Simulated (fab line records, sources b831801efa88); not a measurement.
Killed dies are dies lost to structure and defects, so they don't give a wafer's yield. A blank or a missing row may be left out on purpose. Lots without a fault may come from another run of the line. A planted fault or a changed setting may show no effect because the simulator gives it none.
A struck lot beside a sound one | flow sky130 | 35 steps out of a route of 708
Sound: wafers L115.2, L115.3, L115.6. Struck: wafers L120.2, L120.3, L120.6. The cause comes at the end.
At each step with rows: each side's tool, then ch and its chambers, then its first start. Under that, the readings that differ: sound wafers | struck wafers | difference of the means | sigmas: that difference in standard deviations of wafers without a fault.
alike: readings whose means differ by less than 2 such deviations, and words and numbers that are the same on both sides. not compared: withheld readings, readings that some wafer has no value for, bounds like >300 that may hide the same value, and numbers for which the record gives no deviation and whose values overlap.
The two part at a step that has a row with sigmas, a row that says differs or no value, or rows on one side only. Numbers that don't overlap but have no deviation are shown without sigmas and don't part them. A reading that every wafer of one side lacks parts them only if that side has two wafers or more.

first, 4 steps without rows for these wafers: SKY_METAL5_SOFTBAKE_10 (time 60 s); SKY_METAL5_EXPOSE_11 (exposes mask MM5, target cd 1600 nm); SKY_METAL5_PEB_12; SKY_METAL5_DEVELOP_13 (develop time 60 s).
SKY_METAL5_DESCUM_14: chemistry O2, time 11 s.
  sound on rie_metal-02 ch 0,1, day 45 11:24; struck on rie_metal-03 ch 0,1, day 46 16:26
  alike: drypump_motor_current_A, oes_product_au
  not compared: rf_hours_counter_h
SKY_METAL5_METAL_ETCH_15: etches the open film in Cl2/BCl3, stops on SiO2, target depth 1260 nm, time 252 s.
  sound on rie_metal-02 ch 0,1, day 45 11:26; struck on rie_metal-03 ch 0,1, day 46 16:28
  reading                     | sound       | struck      | difference | sigmas
  drypump_motor_current_A (A) | 6.3 6.0 6.0 | 5.8 5.1 5.1 | -0.8       | -2
  alike: oes_product_au, throttle_valve_pct
  not compared: rf_hours_counter_h
SKY_METAL5_STRIP_16: strips in O2/N2.
  sound on plasma_asher-01 ch 0, day 45 11:40; struck on plasma_asher-04 ch 0,1, day 46 16:42
  alike: drypump_motor_current_A, oes_product_au, strip_time_to_endpoint_s
  not compared: rf_hours_counter_h
then, 3 steps without rows for these wafers: SKY_METAL5_STRIP_17 (strips in post etch residue remover, time 1200 s); SKY_METAL5_CLEAN_18 (cleans in IPA, time 180 s); SKY_METAL5_CLEAN_19 (cleans in O3/DIW).
SKY_PASSIVATION_CVD_00: deposits SiO2, target thk 90 nm.
  sound on pecvd-04 ch 0,1, day 45 12:18; struck on pecvd-02 ch 0,2, day 46 17:52
  alike: heater_power_w
SKY_PASSIVATION_THK_MEAS_01:
  sound on film_metro-04, day 45 12:20; struck on film_metro-04, day 46 17:53
  alike: PASSIVATION_CVD_00_THK
SKY_PASSIVATION_CVD_02: deposits Si3N4, target thk 540 nm.
  sound on pecvd-03 ch 0,2, day 45 12:23; struck on pecvd-03 ch 0,1,2, day 46 17:56
  reading                                       | sound           | struck          | difference | sigmas
  model.Si3N4_of_PASSIVATION_CVD_02.thk_nm (nm) | 532 521.1 537.8 | 488 487.7 502.2 | -38        |
  alike: heater_power_w
SKY_PASSIVATION_THK_MEAS_03:
  sound on film_metro-02, day 45 12:38; struck on film_metro-01, day 46 18:10
  reading                     | sound       | struck      | difference | sigmas
  PASSIVATION_CVD_02_THK (nm) | 532 521 538 | 488 487 502 | -38        | -6
then, 7 steps without rows for these wafers: SKY_PASSIVATION_DEHYDRATE_04 (time 60 s); SKY_PASSIVATION_HMDS_05 (prime time 60 s); SKY_PASSIVATION_COAT_06 (resist thk 3000 nm); SKY_PASSIVATION_SOFTBAKE_07; SKY_PASSIVATION_EXPOSE_08 (exposes mask NSM, target cd 3000 nm); SKY_PASSIVATION_PEB_09; SKY_PASSIVATION_DEVELOP_10 (develop time 60 s).
SKY_PASSIVATION_ETCH_11: etches the open film in CF4/O2, stops on AlCu, target depth 725 nm, time 161.1 s.
  sound on rie_diel-01 ch 0,3, day 46 09:36; struck on rie_diel-04 ch 2,3, day 47 14:26
  reading                                 | sound             | struck            | difference | sigmas
  oes_product_au (a.u.)                   | 0.973 0.961 0.975 | 0.935 0.929 0.947 | -0.033     | -5
  throttle_valve_pct (%)                  | 5.971 5.953 5.965 | 5.946 5.933 5.950 | -0.020     | -2
  model.etch.depth_nm (nm)                | 695.5 684 701.3   | 651.5 650.2 665   | -38.0      |
  model.PASSIVATION.feature_depth_nm (nm) | 695.5 684 701.3   | 651.5 650.2 665   | -38.0      |
  alike: drypump_motor_current_A
  not compared: rf_hours_counter_h
then, 8 steps without rows for these wafers: SKY_PASSIVATION_STRIP_12 (strips in O2/N2); SKY_PAD_OPEN_DEHYDRATE_00 (time 60 s); SKY_PAD_OPEN_HMDS_01 (prime time 60 s); SKY_PAD_OPEN_COAT_02 (resist thk 3000 nm); SKY_PAD_OPEN_SOFTBAKE_03; SKY_PAD_OPEN_EXPOSE_04 (exposes mask PDM, target cd 60000 nm); SKY_PAD_OPEN_PEB_05; SKY_PAD_OPEN_DEVELOP_06 (develop time 60 s).
SKY_PAD_OPEN_ETCH_07: etches the open film in CF4/O2, stops on AlCu, target depth 725 nm, time 161.1 s.
  sound on rie_diel-04 ch 0,2,3, day 47 05:06; struck on rie_diel-02 ch 0,1,2, day 48 09:45
  reading                              | sound             | struck            | difference | sigmas
  oes_product_au (a.u.)                | 0.971 0.964 0.972 | 0.937 0.943 0.953 | -0.025     | -4
  model.etch.depth_nm (nm)             | 695.5 684 701.3   | 651.5 650.2 665   | -38.0      |
  model.PAD_OPEN.feature_depth_nm (nm) | 695.5 684 701.3   | 651.5 650.2 665   | -38.0      |
  alike: drypump_motor_current_A, throttle_valve_pct
  not compared: rf_hours_counter_h
SKY_PAD_OPEN_STRIP_08: strips in O2/N2.
  sound on plasma_asher-01 ch 0,1, day 47 05:13; struck on plasma_asher-03 ch 0,1, day 48 09:52
  alike: drypump_motor_current_A, oes_product_au, strip_time_to_endpoint_s
  not compared: rf_hours_counter_h
SKY_PAD_OPEN_STRIP_09: strips in post etch residue remover, time 1200 s.
  sound on wet_bench-04 ch 1, day 47 05:19; struck on wet_bench-03 ch 2, day 48 09:58
  reading                                       | sound             | struck            | difference | sigmas
  bath_guard_temp_C (C)                         | 73.3 73.2 73.1    | 72.7 72.2 72.0    | -0.9       | -2
  model.Si3N4_of_PASSIVATION_CVD_02.thk_nm (nm) | 531.7 520.7 537.5 | 487.7 487.3 501.8 | -37.7      |
then, 1 step without rows for these wafers: SKY_PAD_OPEN_CLEAN_10 (cleans in IPA, time 180 s).
SKY_PAD_OPEN_PROBE_99:
  the record has rows for the sound wafers here (prober-01, day 47 07:31) and none for the struck ones

WHERE THEY PART
First at SKY_METAL5_METAL_ETCH_15; last, within this record, at SKY_PAD_OPEN_PROBE_99.

WHY: what the simulator had put in
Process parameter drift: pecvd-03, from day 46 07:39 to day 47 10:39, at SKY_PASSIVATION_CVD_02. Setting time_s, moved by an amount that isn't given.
